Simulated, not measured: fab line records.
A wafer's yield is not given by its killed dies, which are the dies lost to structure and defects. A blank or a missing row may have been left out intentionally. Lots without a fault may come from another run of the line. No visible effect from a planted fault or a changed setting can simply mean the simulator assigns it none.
Which of the tools did it? + flow sky130 + 6 lots (18 wafers sampled), 1 step of a 708-step route

WHAT EACH GAUGE READ, for each wafer
SKY_CONTACT_CD_MEAS_14 targets a cd of 170 nm.
| lot  | measured     | on        | cd_nm (nm)        |
|------|--------------|-----------|-------------------|
| L440 | day 32 01:14 | cd_sem-01 | 169.1 168.7 167.3 |
| L442 | day 32 22:11 | cd_sem-02 | 169.1 170.0 170.2 |
| L448 | day 35 03:43 | cd_sem-02 | 171.7 172.4 171.7 |
| L452 | day 37 00:50 | cd_sem-01 | 170.3 170.2 169.5 |
| L454 | day 37 07:58 | cd_sem-01 | 167.7 169.3 168.2 |
| L460 | day 38 21:11 | cd_sem-01 | 171.1 170.5 170.6 |

TOOL THAT RAN EACH LOT (tool first, then ch and the chambers of the sampled wafers, then the start)
The record holds no process step before these readings.

THE ANSWER, worked out from the rows above alone
Rule: usual is defined by the lots themselves. The widest of any qualifying gaps counts: lots, ordered by their means at a reading, are off when they make up no more than a third of the lots, leave a main group of 4 or more, and stand apart from it by 3 or more times the standard deviation of that group's means. A main group whose means are all the same, to the digits that the tables above print for the reading, isn't used. Also off: a lot with no number at a reading for which 4 or more lots have one. All remaining lots with rows at the step are treated as sound.
Nothing can be told from this: no lot is off at any reading shown.

WHAT HAD BEEN PUT IN BY THE SIMULATOR
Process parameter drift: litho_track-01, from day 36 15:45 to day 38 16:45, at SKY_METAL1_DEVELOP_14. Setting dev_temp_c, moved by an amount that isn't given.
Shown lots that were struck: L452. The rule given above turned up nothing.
